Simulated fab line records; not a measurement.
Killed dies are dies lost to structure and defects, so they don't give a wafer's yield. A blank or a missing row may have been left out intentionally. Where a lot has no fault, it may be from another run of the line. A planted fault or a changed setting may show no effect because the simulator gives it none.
What tool caused it? ; flow sky130 ; 27 wafers from 9 lots sampled at 3 of the route's 708 steps

== WHAT EACH GAUGE READ, for each wafer ==
SKY_METAL1_RS_MEAS_05: uses a four-point probe to measure.
lot;measured;on;METAL1_ALCU_RS (ohm/sq)
L852;day 31 21:35;filmMetro-04;0.1284 0.1274 0.1277
L854;day 32 12:53;filmMetro-03;0.1258 0.1257 0.1264
L856;day 32 21:10;filmMetro-03;0.1293 0.1280 0.1282
L867;day 36 20:37;filmMetro-01;0.1262 0.1600 0.1279
L871;day 38 04:38;filmMetro-03;0.1275 0.1276 0.1263
L872;day 38 15:12;filmMetro-03;0.1273 0.1247 0.1256
L875;day 39 01:18;filmMetro-04;0.1283 0.1274 0.1285
L873;day 39 02:19;filmMetro-03;0.1257 0.1274 0.1267
L874;day 39 04:32;filmMetro-01;0.1288 0.1296 0.1271

== TOOL THAT RAN EACH LOT (tool first, then ch and the chambers of the sampled wafers, then the start) ==
lot;SKY_CONTACT_ETCH_17;SKY_METAL1_SPUTTER_02
L852;rieDiel-03 ch 0,1, day 31 20:06;pvdSputter-03, day 31 21:30
L854;rieDiel-04 ch 0,1, day 32 11:24;pvdSputter-03, day 32 12:47
L856;rieDiel-02 ch 0,2, day 32 19:39;pvdSputter-01, day 32 21:04
L867;rieDiel-02 ch 2,3, day 36 19:00;pvdSputter-03, day 36 20:29
L871;rieDiel-04 ch 1,2,3, day 38 03:09;pvdSputter-02, day 38 04:32
L872;rieDiel-03 ch 0,1,2, day 38 13:37;pvdSputter-01, day 38 15:06
L875;rieDiel-04 ch 0,1,2, day 38 23:48;pvdSputter-01, day 39 01:13
L873;rieDiel-03 ch 0,1, day 39 00:50;pvdSputter-02, day 39 02:13
L874;rieDiel-03 ch 0,1,2, day 39 03:04;pvdSputter-01, day 39 04:26
- SKY_CONTACT_ETCH_17: etches SiO2 in C4F8/O2/Ar, stops on Si3N4, target depth 340 nm.
- SKY_METAL1_SPUTTER_02: material AlCu, target thk 250 nm, time 13.3 s.

== THE ANSWER, worked out from the rows above alone ==
Rule: what is usual is taken from the lots themselves. The widest of any qualifying gaps counts: lots, ordered by their means at a reading, are off when they make up no more than a third of the lots, leave a main group of 4 or more, and stand apart from it by 3 or more times the standard deviation of that group's means. The tables above print the reading to a certain number of digits; a main group whose means all agree to those digits is not used. A lot without any number at a reading at which 4 lots or more have one is off too. Where the step has rows for the other lots, those lots are counted as sound.
Off: L867, at SKY_METAL1_RS_MEAS_05 (METAL1_ALCU_RS). The main group: mean 0.1273 ohm/sq, standard deviation 0.001.
If a tool, at a process step before that reading, ran all the lots that are off and no sound lot after the first of them, it fits. Gauges at SKY_METAL1_RS_MEAS_05: tried the same way as those tools. Can't be told from this: 2 tools fit, rieDiel-02 at SKY_CONTACT_ETCH_17, pvdSputter-03 at SKY_METAL1_SPUTTER_02.

== WHAT THE SIMULATOR PUT IN ==
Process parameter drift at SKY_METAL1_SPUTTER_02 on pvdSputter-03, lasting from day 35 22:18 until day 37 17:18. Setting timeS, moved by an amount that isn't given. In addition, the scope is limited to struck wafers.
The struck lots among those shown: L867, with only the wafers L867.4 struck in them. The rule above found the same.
